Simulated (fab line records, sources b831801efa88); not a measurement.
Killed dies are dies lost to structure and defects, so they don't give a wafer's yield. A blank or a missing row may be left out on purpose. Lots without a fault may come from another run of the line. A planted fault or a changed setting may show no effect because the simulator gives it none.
A struck lot beside a sound one | flow sky130 | 25 steps out of a route of 708
Sound: wafers L829.1, L829.3, L829.5. Struck: wafer L840.3. (L840.1, L840.2 of the same lot were not struck and are left out.) The cause comes at the end.
At each step with rows: each side's tool, then ch and its chambers, then its first start. Under that, the readings that differ: sound wafers | struck wafers | difference of the means | sigmas: that difference in standard deviations of wafers without a fault.
alike: readings whose means differ by less than 2 such deviations, and words and numbers that are the same on both sides. not compared: withheld readings, readings that some wafer has no value for, bounds like >300 that may hide the same value, and numbers for which the record gives no deviation and whose values overlap.
The two part at a step that has a row with sigmas, a row that says differs or no value, or rows on one side only. Numbers that don't overlap but have no deviation are shown without sigmas and don't part them. A reading that every wafer of one side lacks parts them only if that side has two wafers or more.

first, 9 steps without rows for these wafers: SKY_LI_CONTACT_ETCH_14 (etches BARC in N2/H2, stops on SiO2, time 45.9 s, target depth 60 nm); SKY_LI_CONTACT_ETCH_15 (etches PSG in C4F8/O2/Ar, stops on Si, target depth 600 nm); SKY_LI_CONTACT_STRIP_16 (strips in O2/N2); SKY_LI_CONTACT_CLEAN_17 (cleans in NMP, time 600 s); SKY_LI_CONTACT_PRE_CLEAN_18 (time 5.6 s); SKY_LI_CONTACT_SPUTTER_19 (material Ti, target thk 20 nm, time 106.37 s); SKY_LI_CONTACT_SPUTTER_20 (material TiN, target thk 20 nm, time 80 s); SKY_LI_CONTACT_CVD_21 (deposits W, target thk 400 nm, time 120.56 s); SKY_LI_CONTACT_CMP_24 (polishes, stops on PSG, t overpolish 20 s, target thk 0 nm).
SKY_LOCAL_INTERCONNECT_SPUTTER_00: material TiN, target thk 100 nm, time 83.3 s.
  sound on pvd_sputter-03, day 28 15:49; struck on pvd_sputter-03, day 33 01:57
  reading                                                | sound            | struck | difference | sigmas
  throttle_valve_pct (%)                                 | 29.6 30.5 30.4   | 32.8   | +2.6       | +2
  model.TiN_of_LOCAL_INTERCONNECT_SPUTTER_00.thk_nm (nm) | 100.6 99.5 99.34 | 186.8  | +87.0      |
SKY_LOCAL_INTERCONNECT_RS_MEAS_01: measures by four-point-probe.
  sound on film_metro-01, day 28 15:53; struck on film_metro-01, day 33 02:18
  reading                            | sound             | struck | difference | sigmas
  LOCAL_INTERCONNECT_TIN_RS (ohm/sq) | 14.02 14.23 14.24 | 7.41   | -6.75      | -38
  not compared: hold
SKY_LOCAL_INTERCONNECT_THK_MEAS_02: measures by xrf.
  sound on film_metro-01, day 28 16:00; struck on film_metro-01, day 33 14:34
  reading                         | sound             | struck | difference | sigmas
  LOCAL_INTERCONNECT_TIN_THK (nm) | 101.8 100.6 100.4 | 188.7  | +87.8      | +73
  not compared: hold
then, 8 steps without rows for these wafers: SKY_LOCAL_INTERCONNECT_HMDS_04 (prime time 60 s); SKY_LOCAL_INTERCONNECT_COAT_05 (resist thk 60 nm); SKY_LOCAL_INTERCONNECT_COAT_06 (resist thk 450 nm); SKY_LOCAL_INTERCONNECT_SOFTBAKE_07 (time 90 s); SKY_LOCAL_INTERCONNECT_EXPOSE_08 (exposes mask LI1M, target cd 170 nm); SKY_LOCAL_INTERCONNECT_PEB_09; SKY_LOCAL_INTERCONNECT_DEVELOP_10 (develop time 60 s); SKY_LOCAL_INTERCONNECT_ETCH_13 (etches BARC in N2/H2, stops on SiO2, time 45.9 s, target depth 60 nm).
SKY_LOCAL_INTERCONNECT_METAL_ETCH_14: etches TiN in Cl2/BCl3, stops on PSG, target depth 110 nm, time 31.4 s.
  sound on rie_metal-04 ch 0,1, day 29 20:04; struck on rie_metal-04 ch 1, day 34 03:37
  reading                | sound                | struck | difference | sigmas
  oes_product_au (a.u.)  | 0.946 0.936 0.949    | 0.989  | +0.045     | +5
  throttle_valve_pct (%) | 21.896 21.916 21.917 | 21.879 | -0.031     | -3
  alike: bcl3_flow_sccm, drypump_motor_current_A
  not compared: rf_hours_counter_h
then, 1 step without rows for these wafers: SKY_LOCAL_INTERCONNECT_STRIP_15 (strips in O2/N2).
SKY_LOCAL_INTERCONNECT_STRIP_16: strips in post etch residue remover, time 1200 s.
  sound on wet_bench-02 ch 3, day 29 20:13; struck on wet_bench-01 ch 0, day 34 03:46
  reading                                                | sound             | struck | difference | sigmas
  model.TiN_of_LOCAL_INTERCONNECT_SPUTTER_00.thk_nm (nm) | 100.2 99.08 98.92 | 186.4  | +87.0      |
then, 1 step without rows for these wafers: SKY_LOCAL_INTERCONNECT_CLEAN_17 (cleans in IPA, time 180 s).
-- the record jumps here: 14 days lie between the struck wafers' starts before and after (it left off in module LOCAL_INTERCONNECT and takes up again in module PAD_OPEN, whose first step shown is number 708 of the route) --
SKY_PAD_OPEN_PROBE_99:
  sound on prober-01, day 45 01:38; struck on prober-02, day 48 08:25
  reading            | sound     | struck                   | difference                   | sigmas
  hold               | - - -     | await_dispo/3.0h/release | no value on the sound wafers |
  killed_at_M0_to_M3 | 52 50 51  | 34                       | -17                          | -3
  killed_at_contacts | 14 25 20  | 433                      | +413                         | +88
  killed_dies        | 95 87 100 | 492                      | +398                         | +45
  killed_on_rim      | 20 16 19  | 96                       | +78                          | +21
  killed_short       | 50 49 57  | 36                       | -16                          | -3
  alike: killed_at_M4_up, killed_at_front_end, killed_at_other, killed_open

WHERE THEY PART
First at SKY_LOCAL_INTERCONNECT_SPUTTER_00; last, within this record, at SKY_PAD_OPEN_PROBE_99.

WHY: what the simulator had put in
Process parameter drift: pvd_sputter-03, from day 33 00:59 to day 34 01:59, at SKY_LOCAL_INTERCONNECT_SPUTTER_00. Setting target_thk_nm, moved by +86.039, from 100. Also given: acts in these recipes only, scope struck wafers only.
